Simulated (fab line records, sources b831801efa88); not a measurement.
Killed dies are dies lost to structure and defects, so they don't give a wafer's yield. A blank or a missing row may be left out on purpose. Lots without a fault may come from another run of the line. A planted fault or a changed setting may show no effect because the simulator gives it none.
Which tool did it? | flow sky130 | 11 lots, 33 wafers sampled, at 5 steps of a route of 708

WHAT THE GAUGES READ, wafer by wafer
SKY_SPACER_THK_MEAS_01. Usual: SPACER_CVD_00_THK 43.2 nm, standard deviation 0.38.
lot  | measured     | on            | SPACER_CVD_00_THK (nm) | flag
L139 | day 23 01:38 | film_metro-03 | 44.0 43.8 43.8         |
L141 | day 24 00:28 | film_metro-03 | 43.6 43.5 44.1         |
L143 | day 24 13:50 | film_metro-02 | 43.1 43.5 43.6         |
L144 | day 25 04:52 | film_metro-02 | 43.1 43.3 43.3         |
L146 | day 25 15:43 | film_metro-04 | 43.6 43.6 43.5         |
L151 | day 27 07:06 | film_metro-02 | 43.5 43.1 43.0         |
L157 | day 29 14:04 | film_metro-04 | 43.7 43.7 43.9         |
L159 | day 29 19:50 | film_metro-04 | 42.9 42.6 42.6         |
L160 | day 30 09:31 | film_metro-04 | 42.7 43.1 43.2         |
L161 | day 30 15:52 | film_metro-04 | 42.7 42.7 42.9         |
L162 | day 30 22:02 | film_metro-04 | 42.9 42.6 42.7         |

SKY_CONTACT_THK_MEAS_01. Usual: CONTACT_CVD_00_THK 74.8 nm, standard deviation 0.83.
lot  | measured     | on            | CONTACT_CVD_00_THK (nm) | flag
L139 | day 30 11:04 | film_metro-01 | 72.7 73.8 75.4          |
L141 | day 31 08:07 | film_metro-04 | 73.8 75.9 75.6          |
L143 | day 31 20:46 | film_metro-04 | 73.9 73.5 74.7          |
L144 | day 32 11:22 | film_metro-04 | 74.8 74.1 76.6          |
L146 | day 32 21:45 | film_metro-01 | 73.6 48.7 74.9          | OFF
L151 | day 34 08:31 | film_metro-01 | 75.1 49.6 75.0          | OFF
L157 | day 36 11:13 | film_metro-04 | 73.9 75.6 76.1          |
L159 | day 36 17:59 | film_metro-04 | 74.2 74.6 75.5          |
L160 | day 37 05:28 | film_metro-04 | 74.8 75.2 74.8          |
L161 | day 37 12:41 | film_metro-02 | 74.2 75.0 76.3          |
L162 | day 37 17:31 | film_metro-01 | 72.9 75.4 74.4          |

WHICH TOOL RAN EACH LOT (tool, then ch and the chambers of the sampled wafers, then the start)
lot  | SKY_LDD_LDN_STRIP_12                 | SKY_RES_XHIGH_STRIP_08               | SKY_CONTACT_CVD_00
L139 | plasma_asher-04 ch 0,1, day 22 19:43 | plasma_asher-01 ch 0,1, day 26 18:07 | pecvd-02 ch 0,1, day 30 11:01
L141 | plasma_asher-01 ch 0,1, day 23 22:25 | plasma_asher-03 ch 0,1, day 27 16:32 | pecvd-04 ch 0,2, day 31 08:04
L143 | plasma_asher-01 ch 0,1, day 24 12:25 | plasma_asher-02 ch 0,1, day 28 05:38 | pecvd-02 ch 0,2, day 31 20:44
L144 | plasma_asher-01 ch 0,1, day 25 03:27 | plasma_asher-01 ch 0,1, day 28 20:08 | pecvd-02 ch 0,1,2, day 32 11:20
L146 | plasma_asher-01 ch 0,1, day 25 12:19 | plasma_asher-01 ch 0,1, day 29 06:13 | pecvd-02 ch 0,1, day 32 21:43
L151 | plasma_asher-04 ch 0,1, day 27 05:09 | plasma_asher-01 ch 0, day 30 20:14   | pecvd-02 ch 0,2, day 34 08:29
L157 | plasma_asher-01 ch 1, day 29 12:08   | plasma_asher-02 ch 0,1, day 33 00:25 | pecvd-03 ch 0,2, day 36 11:10
L159 | plasma_asher-02 ch 0,1, day 29 17:14 | plasma_asher-02 ch 0,1, day 33 06:10 | pecvd-03 ch 1,2, day 36 17:56
L160 | plasma_asher-04 ch 0,1, day 30 08:06 | plasma_asher-02 ch 0,1, day 33 20:10 | pecvd-04 ch 1,2, day 37 05:25
L161 | plasma_asher-04 ch 0,1, day 30 14:26 | plasma_asher-01 ch 0,1, day 34 01:59 | pecvd-04 ch 0,1, day 37 12:39
L162 | plasma_asher-04 ch 1, day 30 20:00   | plasma_asher-01 ch 0,1, day 34 07:14 | pecvd-04 ch 0,2, day 37 17:28
- SKY_LDD_LDN_STRIP_12: strips in O2/N2.
- SKY_RES_XHIGH_STRIP_08: strips in O2/N2.
- SKY_CONTACT_CVD_00: deposits Si3N4, target thk 75 nm.

WHAT THE TOOLS THEMSELVES READ (means of the sampled wafers that have a number; where no wafer has one, the mark that the record gives instead)
SKY_LDD_LDN_STRIP_12. Usual: drypump_motor_current_A 5.7 A, standard deviation 0.32; oes_product_au 0.716 a.u., standard deviation 0.0045; strip_time_to_endpoint_s 14.19 s, standard deviation 0.036.
lot  | tool            | drypump_motor_current_A (A) | oes_product_au (a.u.) | strip_time_to_endpoint_s (s) | flag
L139 | plasma_asher-04 | 5.9                         | 0.718                 | 14.28                        |
L141 | plasma_asher-01 | 5.4                         | 0.713                 | 14.19                        |
L143 | plasma_asher-01 | 5.4                         | 0.717                 | 14.20                        |
L144 | plasma_asher-01 | 5.4                         | 0.716                 | 14.22                        |
L146 | plasma_asher-01 | 5.6                         | 0.715                 | 14.15                        |
L151 | plasma_asher-04 | 5.8                         | 0.718                 | 14.24                        |
L157 | plasma_asher-01 | 5.8                         | 0.718                 | 14.21                        |
L159 | plasma_asher-02 | 6.2                         | 0.714                 | 14.19                        |
L160 | plasma_asher-04 | 5.8                         | 0.720                 | 14.16                        |
L161 | plasma_asher-04 | 5.8                         | 0.712                 | 14.15                        |
L162 | plasma_asher-04 | 5.8                         | 0.713                 | 14.19                        |

SKY_RES_XHIGH_STRIP_08. Usual: drypump_motor_current_A 5.8 A, standard deviation 0.46; oes_product_au 0.711 a.u., standard deviation 0.0047; strip_time_to_endpoint_s 14.29 s, standard deviation 0.046.
lot  | tool            | drypump_motor_current_A (A) | oes_product_au (a.u.) | strip_time_to_endpoint_s (s) | flag
L139 | plasma_asher-01 | 5.4                         | 0.711                 | 14.24                        |
L141 | plasma_asher-03 | 5.9                         | 0.712                 | 14.25                        |
L143 | plasma_asher-02 | 6.2                         | 0.712                 | 14.27                        |
L144 | plasma_asher-01 | 5.4                         | 0.712                 | 14.32                        |
L146 | plasma_asher-01 | 5.5                         | 0.711                 | 14.31                        |
L151 | plasma_asher-01 | 5.3                         | 0.712                 | 14.26                        |
L157 | plasma_asher-02 | 6.2                         | 0.715                 | 14.25                        |
L159 | plasma_asher-02 | 6.2                         | 0.710                 | 14.34                        |
L160 | plasma_asher-02 | 5.8                         | 0.710                 | 14.25                        |
L161 | plasma_asher-01 | 5.4                         | 0.709                 | 14.34                        |
L162 | plasma_asher-01 | 5.4                         | 0.709                 | 14.33                        |

SKY_CONTACT_CVD_00. Usual: heater_power_outer_w 453 W, standard deviation 78; heater_power_w 749 W, standard deviation 96; rf_fwd_power_W 443.6 W, standard deviation 2.7.
lot  | tool     | heater_power_outer_w (W) | heater_power_w (W) | rf_fwd_power_W (W) | flag
L139 | pecvd-02 | 374                      | 668                | 440.5              |
L141 | pecvd-04 | 382                      | 652                | 444.8              |
L143 | pecvd-02 | 387                      | 673                | 441.7              |
L144 | pecvd-02 | 375                      | 672                | 443.2              |
L146 | pecvd-02 | 355                      | 636                | 437.9              |
L151 | pecvd-02 | 354                      | 631                | 441.5              |
L157 | pecvd-03 | 551                      | 879                | 443.3              |
L159 | pecvd-03 | 520                      | 811                | 443.8              |
L160 | pecvd-04 | 453                      | 736                | 444.7              |
L161 | pecvd-04 | 428                      | 714                | 443.0              |
L162 | pecvd-04 | 434                      | 718                | 444.8              |

THE ANSWER, worked out from the rows above alone
Rule: a lot is off if the mean of its wafers that have a number lies more than 3 standard deviations from the usual mean. A lot without any number at a reading at which 4 lots or more have one is off too. The other lots that the step has rows for count as sound. The gauges are gone through in route order, then the tools' own readings, and for those a lot's mean is taken as printed above. The first step at which some lot is off is used, and at that step the reading that is off furthest; a lot without a number counts as furthest.
Off: L146, L151, at SKY_CONTACT_THK_MEAS_01 (CONTACT_CVD_00_THK).
A tool fits if, at a process step before that reading, it ran every lot that is off, and no sound lot after the first of them. The gauges at SKY_CONTACT_THK_MEAS_01 are tried like those tools. One fits: pecvd-02 at SKY_CONTACT_CVD_00. Its last sound lot is L144 (day 32 11:20), its first lot that is off L146 (day 32 21:43): a fault that began between those two fits.

WHAT THE SIMULATOR HAD PUT IN
Process parameter drift: pecvd-02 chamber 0, from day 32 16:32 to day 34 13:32, at SKY_CONTACT_CVD_00. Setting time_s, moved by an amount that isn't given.
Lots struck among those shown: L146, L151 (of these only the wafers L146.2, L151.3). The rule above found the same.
